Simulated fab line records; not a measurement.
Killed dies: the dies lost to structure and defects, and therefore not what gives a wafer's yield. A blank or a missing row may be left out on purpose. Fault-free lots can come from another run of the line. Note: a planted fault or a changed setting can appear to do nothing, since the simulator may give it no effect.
A single fault, viewed from 2 desks | flow sky130 | only its own numbers are on each desk; what lay behind them is given at the end

== DESK OF THE TOOL OWNER: cvdW-02 ==
The tool's own readings at SKY_LI_CONTACT_CVD_21 (deposits W, target thk 400 nm, time 120.56 s): means of the sampled wafers that have a number, for each lot that ran on this tool. Any lot whose mean is over 4 standard deviations away from the usual mean is out of limits and marked OUT; that distance is given in the brackets.
Columns: A = heaterPowerW at SKY_LI_CONTACT_CVD_21, usual 848 W
lot  | first seen here | A
L800 | day 29 00:25    | 839
L801 | day 29 16:32    | 887
L803 | day 30 04:28    | 867
L808 | day 33 05:19    | 871
L809 | day 33 05:46    | 864
L820 | day 36 06:11    | 884
This desk found nothing out of limits on any of the 6 lots.

== FROM THE METROLOGY DESK ==
Lot by lot, what the gauges showed, no matter which tool ran the lot: averages of those sampled wafers that carry a number. Any lot whose mean is over 4 standard deviations away from the usual mean is out of limits and marked OUT; that distance is given in the brackets.
Columns: A = LI_CONTACT_W_RS at SKY_LI_CONTACT_RS_MEAS_22, usual 0.284 ohm/sq; B = LOCAL_INTERCONNECT_OVL at SKY_LOCAL_INTERCONNECT_OVL_MEAS_12, usual -2 nm
lot  | first seen here | A               | B
L800 | day 29 00:33    | 0.280           | -3
L801 | day 29 16:41    | 0.287           | -3
L802 | day 29 21:25    | 0.286           | -4
L803 | day 30 04:36    | 0.287           | 3
L808 | day 33 05:26    | 0.245 (-10) OUT | 4
L809 | day 33 05:54    | 0.245 (-11) OUT | -3
L812 | day 34 05:52    | 0.285           | 3
L816 | day 34 21:55    | 0.281           | -8
L818 | day 35 22:12    | 0.282           | -0
L820 | day 36 06:19    | 0.284           | -2
L821 | day 36 07:29    | 0.284           | 0
This desk reports L808, L809 out of limits; the earliest was L808 at day 33 05:26 (LI_CONTACT_W_RS at SKY_LI_CONTACT_RS_MEAS_22). L800, L801, L802, L803, L812, L816, L818, L820, L821: within limits.

== TAKEN TOGETHER ==
Metrology desk: alarm possible at day 33 05:26 on L808, L809.
Nothing out of limits was seen by the tool owner's desk.
On record at the tool owner's desk: L808, L809, within its limits.
Of the lots named, all ran SKY_LI_CONTACT_CVD_21 on cvdW-02.

== WHAT WAS PUT IN BY THE SIMULATOR ==
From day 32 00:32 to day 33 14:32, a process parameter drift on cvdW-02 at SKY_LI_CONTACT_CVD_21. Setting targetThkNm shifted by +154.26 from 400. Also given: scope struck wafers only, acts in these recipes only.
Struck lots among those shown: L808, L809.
Per desk, hours elapsed from the start of the fault to the first reading out of limits: for the metrology desk, 29.
